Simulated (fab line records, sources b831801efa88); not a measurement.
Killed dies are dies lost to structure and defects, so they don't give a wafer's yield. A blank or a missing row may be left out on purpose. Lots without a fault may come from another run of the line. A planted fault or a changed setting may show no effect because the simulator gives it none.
Which tool did it? | flow sky130 | 11 lots, 33 wafers sampled, at 2 steps of a route of 708

WHAT THE GAUGES READ, wafer by wafer
SKY_NWELL_TW_MEAS_26.
lot  | measured     | on            | NWELL_2_TW
L203 | day 5 07:19  | film_metro-04 | 497 497 498
L204 | day 5 14:17  | film_metro-04 | 498 498 503
L207 | day 6 06:33  | film_metro-02 | 492 492 493
L208 | day 6 10:02  | film_metro-04 | 491 492 493
L211 | day 8 00:48  | film_metro-02 | 492 490 492
L213 | day 8 11:46  | film_metro-02 | 493 492 491
L215 | day 8 12:59  | film_metro-04 | 495 492 495
L217 | day 9 06:22  | film_metro-04 | 503 499 500
L221 | day 10 03:11 | film_metro-01 | 500 499 502
L224 | day 10 16:00 | film_metro-04 | 473 475 474
L225 | day 11 01:36 | film_metro-04 | 475 476 475

WHICH TOOL RAN EACH LOT (tool, then ch and the chambers of the sampled wafers, then the start)
lot  | SKY_NWELL_IMPLANT_24
L203 | implanter-01 ch 0, day 5 07:04
L204 | implanter-01 ch 0, day 5 14:04
L207 | implanter-04 ch 0, day 6 06:18
L208 | implanter-04 ch 0, day 6 09:47
L211 | implanter-04 ch 0, day 8 00:33
L213 | implanter-03 ch 0, day 8 11:31
L215 | implanter-04 ch 0, day 8 12:44
L217 | implanter-01 ch 0, day 9 06:09
L221 | implanter-01 ch 0, day 10 02:59
L224 | implanter-01 ch 0, day 10 15:45
L225 | implanter-01 ch 0, day 11 01:21
- SKY_NWELL_IMPLANT_24

THE ANSWER, worked out from the rows above alone
Rule: what is usual is taken from the lots themselves. Put in order of their means at a reading, lots are off if they are a third of the lots or fewer, leave a main group of 4 or more, and stand apart from it by a gap of 3 or more times the standard deviation of the main group's means; of several such gaps the widest counts. A main group whose means are all the same, to the digits that the tables above print for the reading, isn't used. A lot without any number at a reading at which 4 lots or more have one is off too. The other lots that the step has rows for count as sound.
Off: L224, L225, at SKY_NWELL_TW_MEAS_26 (NWELL_2_TW). The main group: mean 496, standard deviation 3.7.
A tool fits if, at a process step before that reading, it ran every lot that is off, and no sound lot after the first of them. The gauges at SKY_NWELL_TW_MEAS_26 are tried like those tools. Can't be told from this: 2 tools fit, implanter-01 at SKY_NWELL_IMPLANT_24, film_metro-04 at SKY_NWELL_TW_MEAS_26.

WHAT THE SIMULATOR HAD PUT IN
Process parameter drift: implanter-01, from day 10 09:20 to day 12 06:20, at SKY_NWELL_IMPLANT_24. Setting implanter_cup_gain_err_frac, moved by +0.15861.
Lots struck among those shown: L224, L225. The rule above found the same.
